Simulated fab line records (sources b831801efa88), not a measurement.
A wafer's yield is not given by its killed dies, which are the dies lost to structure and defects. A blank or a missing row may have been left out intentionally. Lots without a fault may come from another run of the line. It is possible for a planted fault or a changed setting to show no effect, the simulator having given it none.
What tool caused it? | flow gf180mcu | Sampling: 6 lots, 18 wafers, 2 of 602 route steps

## WHAT EACH GAUGE READ, for each wafer
GF_V1_BOW_MEAS_05.
lot  | measured     | on            | V1_BOW (um)
L589 | day 17 22:06 | film metro-03 | 81 81 89
L591 | day 18 18:16 | film metro-02 | 81 74 80
L597 | day 21 00:18 | film metro-02 | 90 97 80
L600 | day 22 00:01 | film metro-04 | 91 84 87
L603 | day 22 22:23 | film metro-03 | 77 87 92
L610 | day 25 11:55 | film metro-02 | 83 91 87

## EACH LOT AND THE TOOL THAT RAN IT (in order: tool; ch and the chambers of the sampled wafers; start)
lot  | GF_M1_STRIP_17
L589 | plasma asher-03 ch 0,1, day 17 20:51
L591 | plasma asher-03 ch 0,1, day 18 17:08
L597 | plasma asher-04 ch 0,1, day 20 23:08
L600 | plasma asher-01 ch 0,1, day 21 22:44
L603 | plasma asher-03 ch 0,1, day 22 21:17
L610 | plasma asher-03 ch 0,1, day 25 10:45
- GF_M1_STRIP_17: strips in O2/N2.

## THE ANSWER, worked out from the rows above alone
Rule: the usual values come from the lots themselves. Put in order of their means at a reading, lots are off if they are a third of the lots or fewer, leave a main group of 4 or more, and stand apart from it by a gap of 3 or more times the standard deviation of the main group's means; of several such gaps the widest counts. Not used: any main group whose means are identical at the precision the tables above print for the reading. A lot without any number at a reading at which 4 lots or more have one is off too. The other lots that the step has rows for count as sound.
No lot is off at any reading shown: from this, nothing can be told.

## WHAT THE SIMULATOR PUT IN
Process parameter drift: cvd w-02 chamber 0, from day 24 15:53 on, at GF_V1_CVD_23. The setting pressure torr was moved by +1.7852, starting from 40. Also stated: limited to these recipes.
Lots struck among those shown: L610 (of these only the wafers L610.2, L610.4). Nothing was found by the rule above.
